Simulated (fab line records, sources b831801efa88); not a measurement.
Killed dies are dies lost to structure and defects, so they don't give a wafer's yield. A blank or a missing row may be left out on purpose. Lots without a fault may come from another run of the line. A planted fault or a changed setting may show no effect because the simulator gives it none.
Split-lot experiment | flow sfq_line | 5 lots, 23 wafers read, on a route of 325 steps

THE SPLIT
At SFQ_TRILAYER_I6_CMP_CMP_166 (polishes SiO2), the setting leave_above_ref_nm was moved away from the recipe's 200 nm on 10 of the 23 wafers read, by -6.6% to +6.2%. The other wafers ran this setting at the recipe's value.

FROM THE SPLIT TO THE READING: what the file shows between them, 2 steps
- SFQ_TRILAYER_I6_METRO_MEASURE_167
- SFQ_TRILAYER_I6_VIA_BARC_OPEN_VIA_ETCH_235: etches BARC in O2, target depth 125 nm, time 41.7 s (also split here: bias_w)

THE READING
oes_product_au, in a.u., at SFQ_TRILAYER_I6_VIA_ETCH_VIA_ETCH_172 (etches SiO2 in CHF3, stops on Nb, target depth 260 nm). Fault-free wafers of this fab line usually give 0.856 a.u., standard deviation 0.0061 a.u..

wafer  | tool, chamber at the split | leave_above_ref_nm as run, nm | against the recipe | oes_product_au, a.u. | against lot-mates on the recipe
L074.1 | cmp-01, 3                  | 200                           | recipe             | 0.842                | -
L074.2 | cmp-01, 0                  | 195.8                         | -2.1%              | 0.850                | +0.001
L074.3 | cmp-01, 1                  | 195.8                         | -2.1%              | 0.859                | +0.010
L074.4 | cmp-01, 2                  | 200                           | recipe             | 0.855                | -
L074.5 | cmp-01, 1                  | 195.8                         | -2.1%              | 0.843                | -0.006
L077.1 | cmp-02, 1                  | 186.8                         | -6.6%              | 0.830                | -0.029
L077.2 | cmp-02, 0                  | 200                           | recipe             | 0.854                | -
L077.3 | cmp-02, 3                  | 200                           | recipe             | 0.862                | -
L077.4 | cmp-02, 2                  | 186.8                         | -6.6%              | 0.830                | -0.029
L077.5 | cmp-02, 2                  | 200                           | recipe             | 0.860                | -
L078.2 | cmp-01, 3                  | 200                           | recipe             | 0.851                | -
L078.3 | cmp-01, 1                  | 200                           | recipe             | 0.836                | -
L078.4 | cmp-01, 0                  | 212.5                         | +6.2%              | 0.881                | +0.034
L078.5 | cmp-01, 1                  | 212.5                         | +6.2%              | 0.886                | +0.039
L078.6 | cmp-01, 2                  | 200                           | recipe             | 0.855                | -
L079.1 | cmp-01, 2                  | 204.4                         | +2.2%              | 0.868                | +0.009
L079.2 | cmp-01, 3                  | 204.4                         | +2.2%              | 0.870                | +0.011
L079.3 | cmp-01, 0                  | 204.4                         | +2.2%              | 0.861                | +0.002
L079.5 | cmp-01, 0                  | 200                           | recipe             | 0.857                | -
L079.6 | cmp-01, 3                  | 200                           | recipe             | 0.860                | -
L081.1 | cmp-01, 0                  | 200                           | recipe             | 0.850                | -
L081.4 | cmp-01, 2                  | 200                           | recipe             | 0.851                | -
L081.6 | cmp-01, 3                  | 200                           | recipe             | 0.862                | -

THE FIT
A straight line over all 23 wafers: oes_product_au changes by +0.00409 a.u. for each +1% of leave_above_ref_nm; r = +0.87; the points scatter about the line by 0.007 a.u..
The same after taking each lot's own level away (the mean of its wafers on the recipe; 23 wafers): +0.0045 a.u. for each +1%; r = +0.89; scatter 0.0071 a.u..
On that fit, the largest move of leave_above_ref_nm shifts the reading by 0.03 a.u..
The lots' own levels span 0.8473 to 0.8587 a.u., that is 1.9 times the standard deviation above.
So the lot-to-lot level changes the slope little: the two slopes agree.
Check: with one of the wafers moved furthest among these (-6.6%) left out of the fit, the line predicts -0.0273 a.u. for it against its lot-mates. It came out at -0.0287 a.u. against them.

OTHER SPLITS ON THESE WAFERS
These wafers also went through other splits before the reading. Each is held against what the fit with the lots' levels taken away leaves over:
other split on the same wafers                    | wafers away from the commonest value | r with oes_product_au (lot level and that fit taken away)
SFQ_TRILAYER_R5_BARC_OPEN_METAL_ETCH_177 time_s   | 11                                   | -0.24
SFQ_TRILAYER_I5_LITHO_COAT_144 resist_thk_nm      | 10                                   | -0.08
SFQ_TRILAYER_C5_LITHO_PEB_154 peb_temp_c          | 11                                   | -0.10
SFQ_TRILAYER_I6_VIA_BARC_OPEN_VIA_ETCH_235 bias_w | 10                                   | +0.00

THE WHOLE CHAIN: every reading that the file lists as answering this split, in the file's order
step                                  | what it does                                          | reading                                                                                   | change (the file's fit)                   | r (the file's)
SFQ_TRILAYER_I6_CMP_CMP_166           | polishes SiO2                                         | SiO2_of_TRILAYER_I6_DEP_PECVD_165.thk_nm (the simulator's own value, which no gauge read) | +1.94 nm for each +1% of the setting      | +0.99
SFQ_TRILAYER_I6_METRO_MEASURE_167     |                                                       | thk_nm                                                                                    | +1.94 nm for each +1% of the setting      | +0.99
SFQ_TRILAYER_I6_VIA_ETCH_VIA_ETCH_172 | etches SiO2 in CHF3, stops on Nb, target depth 260 nm | oes_product_au                                                                            | +0.00467 a.u. for each +1% of the setting | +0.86
SFQ_TRILAYER_I6_VIA_ETCH_VIA_ETCH_172 | etches SiO2 in CHF3, stops on Nb, target depth 260 nm | etch.depth_nm (the simulator's own value, which no gauge read)                            | +1.95 nm for each +1% of the setting      | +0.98
SFQ_TRILAYER_I6_VIA_ETCH_VIA_ETCH_172 | etches SiO2 in CHF3, stops on Nb, target depth 260 nm | I6.feature_depth_nm (the simulator's own value, which no gauge read)                      | +1.94 nm for each +1% of the setting      | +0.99

THE FILE'S OWN FIT
oes_product_au changes by +0.00467 a.u. for each +1% of leave_above_ref_nm, r = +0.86.
